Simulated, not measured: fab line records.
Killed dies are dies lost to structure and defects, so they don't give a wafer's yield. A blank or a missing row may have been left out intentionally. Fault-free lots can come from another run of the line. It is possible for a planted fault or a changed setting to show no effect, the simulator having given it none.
The same fault as seen by 2 desks ; flow gf180mcu ; numbers are kept per desk, each desk with only its own; the story behind them comes last

== FOR THE TOOL OWNER'S DESK: furnace-02 ==
The tool's own readings at GF_STI_OXIDATION_01 (stabilise 600 s, purge 300 s, target thk 10 nm): means of the sampled wafers that have a number, for each lot that ran on this tool. Marked OUT: a lot whose mean sits more than 4 standard deviations from the usual mean, which makes it out of limits; the brackets give that distance.
Columns: A = spike tc top C at GF_STI_OXIDATION_01, usual 912.3 C; B = zone power bottom pct at GF_STI_OXIDATION_01, usual 27.6 %
lot;first seen here;A;B
L892;day 1 15:52;911.0;27.0
L897;day 2 16:07;909.3;27.1
L898;day 2 21:32;910.0;27.4
L899;day 3 02:07;910.0;27.4
L902;day 3 17:25;909.8;27.3
L907;day 4 18:09;911.2;27.4
L908;day 4 23:07;909.4;27.5
L909;day 5 04:07;910.6;27.4
This desk's finding: nothing out of limits on any of the 8 lots.

== AT THE METROLOGY DESK ==
What the gauges read for every lot (on any tool): the sampled wafers with a number, averaged. Marked OUT: a lot whose mean sits more than 4 standard deviations from the usual mean, which makes it out of limits; the brackets give that distance.
Columns: A = STI_OXIDATION_THK at GF_STI_THK_MEAS_02, usual 10.03 nm; B = POLY_GATE_OXIDATION_THK at GF_POLY_GATE_THK_MEAS_17, usual 3.97 nm; C = NSD_TW at GF_NSD_TW_MEAS_12, usual 4244
lot;first seen here;A;B;C
L891;day 1 11:31;10.02;3.92;4211
L892;day 1 17:16;10.11;3.89;4268
L893;day 1 21:31;9.57;3.97;4237
L894;day 2 02:31;9.79;3.84;4248
L897;day 2 17:31;9.88;3.97;4242
L898;day 2 22:56;9.94;4.11;4243
L899;day 3 03:31;10.09;4.17;4207
L902;day 3 18:49;9.99;4.07;4243
L907;day 4 19:34;10.25;3.94;4267
L908;day 5 00:31;13.31 (+19) OUT;3.84;4245
L909;day 5 05:32;13.35 (+20) OUT;3.98;4197
L911;day 5 15:53;10.09;4.07;4261
L912;day 5 20:31;9.85;3.99;4250
L913;day 6 01:31;10.06;3.87;4271
This desk's finding: out of limits on L908, L909; first on L908, day 5 00:31 (STI_OXIDATION_THK at GF_STI_THK_MEAS_02). L891, L892, L893, L894, L897, L898, L899, L902, L907, L911, L912, L913 stayed within limits.

== BROUGHT TOGETHER ==
An alarm was possible from the metrology desk at day 5 00:31, on L908, L909.
The desk of the tool owner found nothing out of limits.
The tool owner's desk has L908, L909 on record, within its limits.
All the named lots went through GF_STI_OXIDATION_01 on furnace-02.

== WHAT THE SIMULATOR PUT IN ==
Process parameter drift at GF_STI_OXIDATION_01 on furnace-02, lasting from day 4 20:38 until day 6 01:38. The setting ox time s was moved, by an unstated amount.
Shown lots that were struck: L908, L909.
Time in hours between the start of the fault and the first out-of-limits reading at each desk: metrology desk, 4.
